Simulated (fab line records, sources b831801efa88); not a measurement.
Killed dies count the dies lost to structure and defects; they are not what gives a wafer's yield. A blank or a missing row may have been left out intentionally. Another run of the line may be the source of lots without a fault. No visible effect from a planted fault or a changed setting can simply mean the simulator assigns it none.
Matching of chambers | flow sky130 | cmp-01 running SKY_VIA1_CMP_24: 4 sister chambers
The step polishes, stops on SiO2, t overpolish 15 s, target thk 0 nm. 4 wafers are shown with their chamber, then 8 later ones without.

## EACH WAFER AND ITS CHAMBER
wafer  | chamber | motor_current_A (A)
L351.1 | 1       | 9.1
L360.4 | 2       | 9.5
L360.5 | 3       | 9.1
L366.1 | 0       | 11.1

## WAFERS WITHOUT THEIR CHAMBER
wafer  | motor_current_A (A)
L366.5 | 11.1
L366.6 | 9.8
L369.1 | 9.3
L369.3 | 8.6
L369.4 | 11.4
L370.1 | 8.9
L370.5 | 11.3
L370.6 | 8.5

## THE CHAMBER EACH PASSED THROUGH
wafer  | from the rows above          | in truth
L366.5 | 0                            | 0
L366.6 | can't be placed: 2 or 1 or 3 | 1
L369.1 | can't be placed: 2 or 1 or 3 | 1
L369.3 | can't be placed: 1 or 3 or 2 | 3
L369.4 | 0                            | 0
L370.1 | can't be placed: 1 or 3 or 2 | 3
L370.5 | 0                            | 0
L370.6 | can't be placed: 1 or 3 or 2 | 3
Correct placement for 3 of the 8. Can't be placed from these rows: 5 (the true chamber is among the candidates in 5). 0 placed wrongly.
How it was worked out, from the rows above alone: a wafer's distance from a chamber is the root of the sum, over the readings, of the square of ((its reading less the chamber's mean) divided by the reading's scatter). The wafer belongs to the nearest chamber; if the next one is less than 2 further off, it can't be placed. A chamber's mean is the mean of its shown wafers. The scatter: with one shown wafer a chamber, the root of the mean of the squares of how far each hidden wafer lies from its nearest shown one.
